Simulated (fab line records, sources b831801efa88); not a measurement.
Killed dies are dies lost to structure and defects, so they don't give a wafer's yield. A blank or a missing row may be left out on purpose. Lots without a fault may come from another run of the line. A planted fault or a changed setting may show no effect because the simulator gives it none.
Problem report in the 8D (eight disciplines) form, filled by code | flow sfq_line | the parts of the form that need people (team, actions taken, sign-off) are left out

1. THE PROBLEM
spin_speed_rpm at SFQ_TRILAYER_I0_VIA_LITHO_COAT_036 reads a mean of 2839.6 rpm on 6 wafers of 2 lots; wafers without a fault read 2999.7 rpm with a standard deviation of 2.3. That is -70 standard deviations from the usual mean.
The step: resist thk 62 nm.
First seen on wafer L134.1, day 20 04:47, on litho_track-01. The record holds 18 wafers of 6 lots with a number at this step. Rule for "out", or "out of limits": more than 4 standard deviations from the usual mean. The other wafers with a number count as sound.

2. WHAT IT IS AND WHAT IT IS NOT
question                    | is                     | is not
which readings at this step | spin_speed_rpm         | exhaust_pa
which lots                  | L134, L136             | L115, L129, L135, L137
which wafers of those lots  | all that have a number | -
read on which tools         | litho_track-01         | litho_track-02, litho_track-03
when                        | from day 20 04:47      | up to then (6 sound wafers); but 6 sound wafers of L135, L137 came after

3. SUSPECTS, AND WHAT RULES EACH OUT
Counting: a tool at a process step up to the reading stays a suspect if it ran every lot that is out and no sound lot after the first of them.
- rie_metal-01 at SFQ_TRILAYER_M0_BARC_OPEN_METAL_ETCH_031 (etches BARC in O2, target depth 125 nm, time 41.7 s): ruled out as a lasting fault. Sound lots L137 ran on it after its first lot that is out, L134 (day 19 23:25).
- rie_metal-01 at SFQ_TRILAYER_M0_ETCH_METAL_ETCH_024 (etches Nb in Cl2/Ar, stops on SiO2, target depth 240 nm, time 120 s): ruled out as a lasting fault. Sound lots L137 ran on it after its first lot that is out, L134 (day 19 23:29).
- pecvd-04 at SFQ_TRILAYER_I0_DEP_PECVD_027 (deposits SiO2 from SiH4/N2O, time 111.11 s, target thk 500 nm): ruled out as a lasting fault. Sound lots L137 ran on it after its first lot that is out, L134 (day 20 00:23).
- cmp-02 at SFQ_TRILAYER_I0_CMP_CMP_028 (polishes SiO2): ruled out as a lasting fault. Sound lots L135, L137 ran on it after its first lot that is out, L134 (day 20 00:28).
- litho_track-01 at SFQ_TRILAYER_I0_VIA_LITHO_COAT_036 (resist thk 62 nm): kept. It ran every lot that is out, first L134 (day 20 04:47), and no sound lot after that; its last sound lot up to then is L129 (day 18 04:59). Its own readings are out on those wafers: spin_speed_rpm.
Left after counting: litho_track-01 at SFQ_TRILAYER_I0_VIA_LITHO_COAT_036.

4. THE CAUSE (what the simulator had put in)
Process parameter drift: litho_track-01, from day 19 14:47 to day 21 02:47, at SFQ_TRILAYER_I0_VIA_LITHO_COAT_036. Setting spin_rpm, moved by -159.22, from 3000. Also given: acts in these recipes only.
Counting left only this tool.

5. THE CHAIN OF EFFECTS, in route order
Each row: a reading whose mean over the struck wafers that have a number lies more than 3 standard deviations from the usual. Only readings for which the record gives a usual standard deviation are gone through. hours: the time from each lot's start at the first step in this table that gives one to its start at this step, as a median over the lots. sigmas: the change in usual standard deviations.
hours | step                               | reading        | usual      | on struck wafers | change | sigmas
0     | SFQ_TRILAYER_I0_VIA_LITHO_COAT_036 | spin_speed_rpm | 2999.7 rpm | 2839.6           | -160.1 | -70
The process steps in it:
- SFQ_TRILAYER_I0_VIA_LITHO_COAT_036: resist thk 62 nm.
Later measuring or inspecting steps at which every struck wafer that the step has a row for has a number for every such reading, and none has moved that far: SFQ_I0_OVL_MEAS_908.

6. WHAT WOULD HAVE CAUGHT IT SOONER
In this record the first reading out of limits was taken at day 20 04:47, 14 hours after the fault began at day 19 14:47.
